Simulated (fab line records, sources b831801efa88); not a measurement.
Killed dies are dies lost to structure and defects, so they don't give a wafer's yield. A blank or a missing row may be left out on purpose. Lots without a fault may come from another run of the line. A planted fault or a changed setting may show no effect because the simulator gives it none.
A struck lot beside a sound one | flow sky130 | 17 steps out of a route of 708
Sound: wafers L577.1, L577.2, L577.3. Struck: wafers L583.4, L583.6. (L583.3 of the same lot was not struck and is left out.) The cause comes at the end.
At each step with rows: each side's tool, then ch and its chambers, then its first start. Under that, the readings that differ: sound wafers | struck wafers | difference of the means | sigmas: that difference in standard deviations of wafers without a fault.
alike: readings whose means differ by less than 2 such deviations, and words and numbers that are the same on both sides. not compared: withheld readings, readings that some wafer has no value for, bounds like >300 that may hide the same value, and numbers for which the record gives no deviation and whose values overlap.
The two part at a step that has a row with sigmas, a row that says differs or no value, or rows on one side only. Numbers that don't overlap but have no deviation are shown without sigmas and don't part them. A reading that every wafer of one side lacks parts them only if that side has two wafers or more.

SKY_LOCAL_INTERCONNECT_RS_MEAS_01: measures by four-point-probe.
  sound on film_metro-01, day 32 01:30; struck on film_metro-02, day 33 22:18
  alike: LOCAL_INTERCONNECT_TIN_RS
SKY_LOCAL_INTERCONNECT_THK_MEAS_02: measures by xrf.
  sound on film_metro-01, day 32 01:37; struck on film_metro-02, day 33 22:24
  alike: LOCAL_INTERCONNECT_TIN_THK
then, 8 steps without rows for these wafers: SKY_LOCAL_INTERCONNECT_DEHYDRATE_03 (time 60 s); SKY_LOCAL_INTERCONNECT_HMDS_04 (prime time 60 s); SKY_LOCAL_INTERCONNECT_COAT_05 (resist thk 60 nm); SKY_LOCAL_INTERCONNECT_COAT_06 (resist thk 450 nm); SKY_LOCAL_INTERCONNECT_SOFTBAKE_07 (time 90 s); SKY_LOCAL_INTERCONNECT_EXPOSE_08 (exposes mask LI1M, target cd 170 nm); SKY_LOCAL_INTERCONNECT_PEB_09; SKY_LOCAL_INTERCONNECT_DEVELOP_10 (develop time 60 s).
SKY_LOCAL_INTERCONNECT_CD_MEAS_11: target cd 170 nm.
  sound on cd_sem-02, day 33 04:55; struck on cd_sem-02, day 35 01:36
  alike: cd_nm
SKY_LOCAL_INTERCONNECT_OVL_MEAS_12:
  sound on overlay-02, day 33 05:02; struck on overlay-02, day 35 01:41
  reading                     | sound     | struck | difference | sigmas
  LOCAL_INTERCONNECT_OVL (nm) | -5 -3 -10 | 16 7   | +18        | +3
SKY_LOCAL_INTERCONNECT_ETCH_13: etches BARC in N2/H2, stops on SiO2, time 45.9 s, target depth 60 nm.
  sound on rie_metal-02 ch 0,1, day 33 05:04; struck on rie_metal-02 ch 0, day 35 01:44
  reading                                                   | sound           | struck      | difference | sigmas
  model.KrF-thick_of_LOCAL_INTERCONNECT_COAT_06.thk_nm (nm) | 390.1 390 390.3 | 401.7 400.3 | +10.9      |
  alike: drypump_motor_current_A, oes_product_au, throttle_valve_pct
  not compared: rf_hours_counter_h
SKY_LOCAL_INTERCONNECT_METAL_ETCH_14: etches TiN in Cl2/BCl3, stops on PSG, target depth 110 nm, time 31.4 s.
  sound on rie_metal-02 ch 0,1, day 33 05:08; struck on rie_metal-02 ch 0, day 35 01:47
  reading                                                   | sound             | struck      | difference | sigmas
  model.KrF-thick_of_LOCAL_INTERCONNECT_COAT_06.thk_nm (nm) | 345.4 345.2 345.8 | 357.2 355.7 | +11.0      |
  alike: drypump_motor_current_A, oes_product_au, throttle_valve_pct
  not compared: rf_hours_counter_h
SKY_LOCAL_INTERCONNECT_STRIP_15: strips in O2/N2.
  sound on plasma_asher-02 ch 0,1, day 33 05:11; struck on plasma_asher-02 ch 0,1, day 35 01:52
  reading                      | sound             | struck      | difference | sigmas
  strip_time_to_endpoint_s (s) | 4.669 4.696 4.699 | 4.831 4.792 | +0.124     | +7
  alike: drypump_motor_current_A, oes_product_au
  not compared: rf_hours_counter_h
then, 1 step without rows for these wafers: SKY_LOCAL_INTERCONNECT_STRIP_16 (strips in post etch residue remover, time 1200 s).
-- the record jumps here: 15 days lie between the struck wafers' starts before and after (it left off in module LOCAL_INTERCONNECT and takes up again in module PAD_OPEN, whose first step shown is number 708 of the route) --
SKY_PAD_OPEN_PROBE_99:
  sound on prober-01, day 48 05:21; struck on prober-01, day 49 14:53
  alike: killed_at_M0_to_M3, killed_at_M4_up, killed_at_contacts, killed_at_front_end, killed_at_other, killed_dies, killed_open, killed_short

WHERE THEY PART
First at SKY_LOCAL_INTERCONNECT_OVL_MEAS_12; last, within this record, at SKY_LOCAL_INTERCONNECT_STRIP_15. Later steps at which nothing parts them and some readings are alike: SKY_PAD_OPEN_PROBE_99.

WHY: what the simulator had put in
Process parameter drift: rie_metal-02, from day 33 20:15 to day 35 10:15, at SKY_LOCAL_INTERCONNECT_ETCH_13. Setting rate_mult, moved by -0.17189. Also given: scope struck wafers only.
